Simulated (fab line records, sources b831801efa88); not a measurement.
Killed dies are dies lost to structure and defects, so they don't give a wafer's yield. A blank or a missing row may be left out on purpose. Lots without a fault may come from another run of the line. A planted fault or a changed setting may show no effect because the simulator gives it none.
One fault seen from 2 desks | flow sky130 | each desk has only its own numbers; what lay behind them comes last

THE METROLOGY DESK
What the gauges read, lot by lot, whatever tool the lot ran on: means of the sampled wafers that have a number. A lot is out of limits, marked OUT, if its mean lies more than 4 standard deviations from the usual mean; the brackets give that distance.
Columns: A = VIA1_W_RS at SKY_VIA1_RS_MEAS_22, usual 0.439 ohm/sq; B = VIA1_W_THK at SKY_VIA1_THK_MEAS_23, usual 264 nm
lot  | first seen here | A     | B
L446 | day 33 15:37    | 0.443 | 262
L454 | day 37 05:34    | 0.432 | 269
L456 | day 37 10:41    | 0.443 | 261
L463 | day 39 04:40    | 0.446 | 260
L467 | day 40 13:37    | 0.431 | 272
L469 | day 40 23:22    | 0.439 | 263
This desk's finding: nothing out of limits on any of the 6 lots.

THE TOOL OWNER'S DESK: pvd_sputter-02
The tool's own readings at SKY_METAL2_SPUTTER_01 (material TiN, target thk 20 nm, time 16.7 s): means of the sampled wafers that have a number, for each lot that ran on this tool. A lot is out of limits, marked OUT, if its mean lies more than 4 standard deviations from the usual mean; the brackets give that distance.
Columns: A = cathode_dc_power_W at SKY_METAL2_SPUTTER_01, usual 6500.1 W; B = chamber_pressure_pa at SKY_METAL2_SPUTTER_01, usual 0.4000 Pa; C = throttle_valve_pct at SKY_METAL2_SPUTTER_01, usual 29.5 %
lot  | first seen here | A      | B      | C
L469 | day 40 23:51    | 6500.2 | 0.4003 | 29.7
This desk's finding: nothing out of limits on the one lot.

PUT TOGETHER
The metrology desk saw nothing out of limits.
The tool owner's desk saw nothing out of limits.

WHAT THE SIMULATOR HAD PUT IN
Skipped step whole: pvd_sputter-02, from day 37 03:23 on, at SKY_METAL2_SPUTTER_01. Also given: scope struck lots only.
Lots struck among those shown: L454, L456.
